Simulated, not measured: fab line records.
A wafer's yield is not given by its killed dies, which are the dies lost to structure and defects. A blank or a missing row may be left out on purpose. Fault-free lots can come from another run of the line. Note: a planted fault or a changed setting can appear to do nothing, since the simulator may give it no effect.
Problem report, 8D (eight disciplines) form, completed by code | flow sky130 | the parts of the form that need people (team, actions taken, sign-off) are left out

1. WHAT WENT WRONG
Across 9 wafers from 3 lots, SPACER_CVD_00_THK at SKY_SPACER_THK_MEAS_01 averages 55.1 nm, while fault-free wafers read 43.4 nm with a standard deviation of 0.36. Measured from the usual mean, that is +32 standard deviations.
Seen first at day 26 23:37 on film_metro-03, wafer L842.1. The record has a number at this step for 45 wafers belonging to 15 lots. Rule for "out" (also "out of limits"): further than 4 standard deviations from the usual mean. The other wafers with a number count as sound.

2. WHAT IT IS, WHAT IT ISN'T
question                    | is                                          | is not
which readings at this step | SPACER_CVD_00_THK                           | -
which lots                  | L842, L843, L844                            | L831, L834, L835, L837, L838, L839, L840, L841, L851, L852, L853, L854
which wafers of those lots  | all that have a number                      | -
read on which gauges        | film_metro-01, film_metro-03, film_metro-04 | -
when                        | from day 26 23:37                           | up to then (24 sound wafers); but 12 sound wafers of L851, L852, L853, L854 came after

3. THE SUSPECTS, EACH WITH WHAT RULES IT OUT
Counting: a tool at any process step up to the reading remains a suspect when it ran all the lots that are out and ran no sound lot after the first of those.
- ruled out: the gauge at SKY_SPACER_THK_MEAS_01. Those wafers that are out were read across 3 gauges (film_metro-01, film_metro-03, film_metro-04).
- lpcvd-02 at SKY_SPACER_CVD_00 (deposits Si3N4 from DCS/NH3, target thk 43.1 nm, time 740 s): ruled out as a lasting fault. After its first lot that is out, L842 (day 26 22:25), sound lots L851, L852, L853, L854 ran on it.
Left after counting: nothing in the record.

4. THE CAUSE (what the simulator had put in)
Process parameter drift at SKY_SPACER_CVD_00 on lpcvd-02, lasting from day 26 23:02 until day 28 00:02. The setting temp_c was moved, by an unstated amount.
It was ruled out by counting, in error; the rule expects a fault to strike all lots run on its tool from its start on, and this fault did not.

5. THE CHAIN OF EFFECTS, in route order
Rows list readings where the struck wafers' mean (over those with a number) sits beyond 3 standard deviations from the usual. Only readings for which the record gives a usual standard deviation are gone through. hours: the time from each lot's start at the first step in this table that gives one to its start at this step, as a median over the lots. sigmas: the change in usual standard deviations.
hours | step                   | reading           | usual      | on struck wafers | change | sigmas
0     | SKY_SPACER_CVD_00      | spike_tc_bottom_C | 789.9 C    | 804.4            | +14.5  | +7.3
0     | SKY_SPACER_CVD_00      | spike_tc_centre_C | 770.8 C    | 781.7            | +10.9  | +7.3
0     | SKY_SPACER_CVD_00      | spike_tc_lower_C  | 770.5 C    | 783.7            | +13.2  | +13
0     | SKY_SPACER_CVD_00      | spike_tc_top_C    | 778.9 C    | 789.0            | +10.1  | +4.2
0     | SKY_SPACER_CVD_00      | spike_tc_upper_C  | 770.7 C    | 783.5            | +12.8  | +13
0     | SKY_SPACER_CVD_00      | susceptor_temp_C  | 770.1 C    | 782.4            | +12.3  | +36
1     | SKY_SPACER_THK_MEAS_01 | SPACER_CVD_00_THK | 43.4 nm    | 55.1             | +11.7  | +32
1     | SKY_SPACER_ETCHBACK_02 | oes_product_au    | 0.859 a.u. | 0.983            | +0.124 | +20
The process steps in it:
- SKY_SPACER_CVD_00: deposits Si3N4 from DCS/NH3, target thk 43.1 nm, time 740 s.
- SKY_SPACER_ETCHBACK_02: etches Si3N4 in CH3F/O2, stops on SiO2, time 46.7 s, target depth 45 nm.

6. HOW IT WOULD HAVE BEEN CAUGHT EARLIER
In this record the first reading out of limits at a measuring or inspecting step was taken at day 26 23:37, 1 hour after the fault began at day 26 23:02.
Tool's own readings at SKY_SPACER_CVD_00, spike_tc_bottom_C, spike_tc_centre_C, spike_tc_lower_C, spike_tc_upper_C, susceptor_temp_C: out on all struck wafers the step has rows for; an alarm limit on them would have tripped on the first.
